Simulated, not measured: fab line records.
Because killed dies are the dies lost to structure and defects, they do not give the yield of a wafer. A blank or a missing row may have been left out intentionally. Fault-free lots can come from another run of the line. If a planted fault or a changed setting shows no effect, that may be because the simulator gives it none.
Which tool is to blame?	flow gf180mcu	13 lots, 39 wafers sampled, at 4 steps of a route of 602

## WHAT EACH GAUGE READ, for each wafer
GF_V3_BOW_MEAS_05.
lot	measured	on	V3_BOW (um)
L767	day 22 04:01	film metro-01	115 117 115
L768	day 22 20:59	film metro-01	114 125 115
L770	day 23 10:46	film metro-04	109 100 102
L771	day 23 14:32	film metro-01	119 118 113
L772	day 24 08:21	film metro-04	112 123 120
L773	day 24 15:16	film metro-01	117 124 123
L774	day 24 23:02	film metro-01	106 105 110
L780	day 26 15:17	film metro-02	105 118 101
L781	day 27 03:14	film metro-04	120 108 117
L784	day 27 23:53	film metro-01	118 117 114
L785	day 28 03:04	film metro-02	108 111 108
L786	day 28 14:55	film metro-04	123 118 128
L789	day 29 15:46	film metro-04	122 111 110

GF_V3_RS_MEAS_24: measurement is done with a four-point probe.
lot	measured	on	V3_W_RS (ohm/sq)
L767	day 23 04:09	film metro-02	0.326 0.317 0.326
L768	day 23 20:52	film metro-01	0.326 0.328 0.335
L770	day 24 10:52	film metro-02	0.323 0.331 0.324
L771	day 24 14:44	film metro-01	0.328 0.334 0.329
L772	day 25 07:42	film metro-04	0.331 0.335 0.333
L773	day 25 14:38	film metro-04	0.326 0.323 0.332
L774	day 25 22:18	film metro-04	0.334 0.324 0.327
L780	day 27 13:37	film metro-04	0.167 0.169 0.170 0.167 0.169 0.169
L781	day 28 00:48	film metro-04	0.168 0.170 0.168 0.168 0.170 0.167
L784	day 28 22:22	film metro-02	0.326 0.330 0.328
L785	day 29 01:02	film metro-04	0.328 0.325 0.327
L786	day 29 12:14	film metro-04	0.326 0.330 0.324
L789	day 30 11:34	film metro-02	0.324 0.325 0.328

## WHICH TOOL RAN EACH LOT (tool, then ch and the chambers of the sampled wafers, then the start)
lot	GF_M3_SPUTTER_04	GF_V3_CVD_23
L767	pvd sputter-02, day 21 02:41	cvd w-01 ch 0,1, day 23 04:02
L768	pvd sputter-01, day 21 20:12	cvd w-02 ch 0,1, day 23 20:46
L770	pvd sputter-04, day 22 10:22	cvd w-01 ch 0, day 24 10:41
L771	pvd sputter-02, day 22 13:47	cvd w-02 ch 0,1, day 24 14:36
L772	pvd sputter-01, day 23 07:57	cvd w-02 ch 0, day 25 07:34
L773	pvd sputter-01, day 23 15:04	cvd w-01 ch 0,1, day 25 14:31
L774	pvd sputter-02, day 23 22:59	cvd w-02 ch 0,1, day 25 22:11
L780	pvd sputter-04, day 25 15:37	cvd w-02 ch 0,1, day 27 13:30
L781	pvd sputter-02, day 26 03:38	cvd w-02 ch 0,1, day 28 00:40
L784	pvd sputter-02, day 27 01:35	cvd w-01 ch 0,1, day 28 22:16
L785	pvd sputter-04, day 27 05:08	cvd w-01 ch 1, day 29 00:49
L786	pvd sputter-02, day 27 16:17	cvd w-01 ch 0,1, day 29 12:07
L789	pvd sputter-02, day 28 18:59	cvd w-01 ch 0,1, day 30 11:26
- GF_M3_SPUTTER_04: material TiN, target thk 50 nm, time 41.7 s.
- GF_V3_CVD_23: deposits W, target thk 350 nm, time 104.9 s.

## WHAT THE TOOLS THEMSELVES READ (means of the sampled wafers that have a number; where no wafer has one, the mark that the record gives instead)
GF_M3_SPUTTER_04.
lot	tool	chamber pressure pa (Pa)	throttle valve pct (%)
L767	pvd sputter-02	0.3998	30.2
L768	pvd sputter-01	0.4010	30.9
L770	pvd sputter-04	0.3993	29.9
L771	pvd sputter-02	0.3996	30.7
L772	pvd sputter-01	0.4004	30.3
L773	pvd sputter-01	0.3999	30.3
L774	pvd sputter-02	0.3996	30.6
L780	pvd sputter-04	0.4004	29.4
L781	pvd sputter-02	0.4002	29.9
L784	pvd sputter-02	0.4002	30.6
L785	pvd sputter-04	0.3995	28.8
L786	pvd sputter-02	0.4004	30.7
L789	pvd sputter-02	0.3989	30.1

GF_V3_CVD_23.
lot	tool	heater power w (W)
L767	cvd w-01	893
L768	cvd w-02	865
L770	cvd w-01	860
L771	cvd w-02	864
L772	cvd w-02	892
L773	cvd w-01	898
L774	cvd w-02	869
L780	cvd w-02	882
L781	cvd w-02	877
L784	cvd w-01	931
L785	cvd w-01	954
L786	cvd w-01	935
L789	cvd w-01	932

## THE ANSWER, worked out from the rows above alone
Rule: the lots themselves supply what counts as usual. The widest of any qualifying gaps counts: lots, ordered by their means at a reading, are off when they make up no more than a third of the lots, leave a main group of 4 or more, and stand apart from it by 3 or more times the standard deviation of that group's means. Not used: any main group whose means are identical at the precision the tables above print for the reading. A lot without any number at a reading at which 4 lots or more have one is off too. Any other lot the step has rows for is counted as sound. The gauges are gone through in route order, then the tools' own readings, and for those a lot's mean is taken as printed above. At the first step where some lot is off, the reading lying furthest off is the one used; lots without a number count as furthest.
Off: at GF_V3_RS_MEAS_24 (V3_W_RS), L780, L781. The main group has a mean of 0.328 ohm/sq with a standard deviation of 0.0025.
If a tool, at a process step before that reading, ran all the lots that are off and no sound lot after the first of them, it fits. Those tools and the gauges at GF_V3_RS_MEAS_24 are tried in the same way. One fits: GF_V3_CVD_23 on cvd w-02. Its last sound lot is L774 (day 25 22:11), its first lot that is off L780 (day 27 13:30): a fault that began between those two fits.

## WHAT WAS PUT IN BY THE SIMULATOR
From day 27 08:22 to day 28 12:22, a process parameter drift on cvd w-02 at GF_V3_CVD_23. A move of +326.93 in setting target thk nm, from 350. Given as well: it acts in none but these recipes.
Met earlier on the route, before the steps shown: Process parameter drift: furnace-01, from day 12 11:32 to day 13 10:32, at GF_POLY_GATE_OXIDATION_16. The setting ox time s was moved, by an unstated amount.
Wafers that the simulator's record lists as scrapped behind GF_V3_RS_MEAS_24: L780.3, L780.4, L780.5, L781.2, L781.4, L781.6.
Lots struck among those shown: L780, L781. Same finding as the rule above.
